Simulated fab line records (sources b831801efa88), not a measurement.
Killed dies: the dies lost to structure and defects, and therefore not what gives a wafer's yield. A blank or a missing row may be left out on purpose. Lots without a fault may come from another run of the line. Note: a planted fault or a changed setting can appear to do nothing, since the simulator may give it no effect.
The tool behind it: which one? -- flow gf180mcu -- Sampling: 6 lots, 18 wafers, 3 of 602 route steps

## WHAT THE GAUGES SHOWED, per wafer
GF_POLY_GATE_THK_MEAS_01.
lot,measured,on,POLY_GATE_CVD_00_THK (nm)
L887,day 8 17:40,filmMetro-02,198.1 197.5 198.2
L894,day 11 01:52,filmMetro-02,142.5 144.1 144.1
L900,day 12 14:28,filmMetro-01,204.2 203.5 203.1
L902,day 13 05:40,filmMetro-01,201.9 200.4 202.8
L904,day 13 15:08,filmMetro-01,199.8 201.9 200.6
L909,day 15 04:14,filmMetro-02,203.2 202.6 202.2

## TOOL THAT RAN EACH LOT (tool first, then ch and the chambers of the sampled wafers, then the start)
lot,GF_VT_IMPLANT_STRIP_31,GF_POLY_GATE_CVD_00
L887,"plasmaAsher-03 ch 0,1, day 7 00:37","lpcvd-01 ch 0, day 8 16:20"
L894,"plasmaAsher-01 ch 0,1, day 9 07:17","lpcvd-01 ch 1, day 11 00:31"
L900,"plasmaAsher-03 ch 0,1, day 10 17:55","lpcvd-02 ch 0, day 12 13:07"
L902,"plasmaAsher-04 ch 0,1, day 11 06:17","lpcvd-02 ch 1, day 13 04:19"
L904,"plasmaAsher-03 ch 0,1, day 11 18:18","lpcvd-02 ch 0, day 13 13:48"
L909,"plasmaAsher-03 ch 0,1, day 13 04:17","lpcvd-02 ch 1, day 15 02:53"
- GF_VT_IMPLANT_STRIP_31: strips in O2/N2.
- GF_POLY_GATE_CVD_00: deposits poly-Si, target thk 200 nm, time 1200 s.

## THE ANSWER, worked out from the rows above alone
Rule: the lots themselves supply what counts as usual. The widest of any qualifying gaps counts: lots, ordered by their means at a reading, are off when they make up no more than a third of the lots, leave a main group of 4 or more, and stand apart from it by 3 or more times the standard deviation of that group's means. If all means in a main group match to the digits the tables above print for the reading, that group is not used. A lot without any number at a reading at which 4 lots or more have one is off too. All remaining lots with rows at the step are treated as sound.
Off: L894, seen at GF_POLY_GATE_THK_MEAS_01 (POLY_GATE_CVD_00_THK). Mean 201.3 nm and standard deviation 1.9 in the main group.
A tool fits if, at a process step before that reading, it ran every lot that is off, and no sound lot after the first of them. Those tools and the gauges at GF_POLY_GATE_THK_MEAS_01 are tried in the same way. Undecided on this evidence; 2 tools fit (plasmaAsher-01 at GF_VT_IMPLANT_STRIP_31, lpcvd-01 at GF_POLY_GATE_CVD_00).

## WHAT THE SIMULATOR HAD PUT IN
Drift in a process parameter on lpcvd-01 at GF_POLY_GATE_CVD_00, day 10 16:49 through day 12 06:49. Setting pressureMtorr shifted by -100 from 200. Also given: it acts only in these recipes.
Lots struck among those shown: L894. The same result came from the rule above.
